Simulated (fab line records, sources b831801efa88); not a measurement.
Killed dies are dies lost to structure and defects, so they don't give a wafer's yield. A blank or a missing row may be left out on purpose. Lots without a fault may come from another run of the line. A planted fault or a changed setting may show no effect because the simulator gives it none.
Chamber matching | flow gf180mcu | GF_V5_CMP_04 on cmp-02: 4 sister chambers
The step polishes SiO2. 14 wafers are shown with their chamber, then 7 later ones without.

WAFERS WITH THEIR CHAMBER
wafer  | chamber | motor_current_A (A)
L074.3 | 3       | 10.9
L074.4 | 1       | 14.8
L074.5 | 0       | 12.5
L075.1 | 0       | 11.1
L075.3 | 3       | 10.9
L075.6 | 1       | 14.8
L077.2 | 2       | 12.0
L077.3 | 1       | 13.5
L077.5 | 0       | 11.4
L079.3 | 0       | 11.6
L079.5 | 1       | 14.0
L079.6 | 2       | 12.5
L088.1 | 1       | 14.2
L088.3 | 3       | 11.3

SIGNATURES (means of the wafers above)
reading         | chamber 0 | chamber 1 | chamber 2 | chamber 3 | scatter within a chamber
motor_current_A | 11.650    | 14.260    | 12.250    | 11.033    | 0.505
Rule: a wafer's distance from a chamber is the root of the sum, over the readings, of the square of ((its reading less the chamber's mean) divided by the reading's scatter). The wafer belongs to the nearest chamber; if the next one is less than 2 further off, it can't be placed. The scatter: the root of (the sum of the squares of (reading less its chamber's mean) over the shown wafers, divided by (wafers less chambers)).

WAFERS WITHOUT THEIR CHAMBER
wafer  | motor_current_A (A)
L088.6 | 14.1
L089.3 | 11.5
L089.4 | 14.3
L089.6 | 10.9
L096.1 | 13.5
L096.2 | 11.6
L096.6 | 10.7

WHICH CHAMBER EACH WENT THROUGH
wafer  | from the rows above          | in truth
L088.6 | 1                            | 1
L089.3 | can't be placed: 0 or 3 or 2 | 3
L089.4 | 1                            | 1
L089.6 | can't be placed: 3 or 0      | 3
L096.1 | can't be placed: 1 or 2      | 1
L096.2 | can't be placed: 0 or 3 or 2 | 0
L096.6 | can't be placed: 3 or 0      | 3
Placed correctly: 2 of 7. Can't be placed from these rows: 5 (the true chamber is among the candidates in 5). Placed wrongly: 0.
